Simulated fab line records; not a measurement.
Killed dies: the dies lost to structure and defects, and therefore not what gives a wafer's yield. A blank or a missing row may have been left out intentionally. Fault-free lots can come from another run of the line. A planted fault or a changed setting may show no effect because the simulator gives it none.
Chamber matching ; flow gf180mcu ; rie_diel-01 running GF_V3_ETCH_16: 4 sister chambers
The step etches BARC in N2/H2. 8 wafers are shown with their chamber, then 8 later ones without.

WAFERS WITH THEIR CHAMBER
wafer;chamber;drypump_motor_current_A (A);oes_product_au (a.u.)
L843.3;1;5.9;0.852
L843.5;2;5.4;0.853
L843.6;1;5.9;0.841
L846.5;3;5.8;0.857
L854.1;3;5.7;0.860
L854.2;2;5.4;0.856
L854.4;0;5.7;0.850
L856.1;0;5.7;0.849

WAFERS WITH NO CHAMBER GIVEN
wafer;drypump_motor_current_A (A);oes_product_au (a.u.)
L856.3;5.4;0.862
L856.6;5.6;0.854
L857.1;5.9;0.857
L857.2;5.7;0.847
L857.5;5.9;0.845
L858.1;5.7;0.855
L858.2;5.4;0.849
L858.6;5.4;0.854

CHAMBER TAKEN BY EACH
wafer;from the rows above;in truth
L856.3;2;2
L856.6;can't be placed: 0 or 3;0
L857.1;can't be placed: 1 or 3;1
L857.2;0;0
L857.5;1;1
L858.1;can't be placed: 0 or 3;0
L858.2;2;2
L858.6;2;2
Correct placement for 5 of the 8. Unplaceable from these rows: 3, with the true chamber sitting among the candidates in 3. Wrongly placed: 0.
How it was worked out, from the rows above alone: a wafer's distance from a chamber is the root of the sum, over the readings, of the square of ((its reading less the chamber's mean) divided by the reading's scatter). If the next closest chamber is less than 2 further off than the closest, the wafer can't be placed; otherwise it belongs to the closest. For every chamber, the mean is computed from those of its wafers that are shown. The scatter: take each reading less its chamber's mean, square it, sum over the shown wafers, divide by the number of wafers less the number of chambers, and take the root.
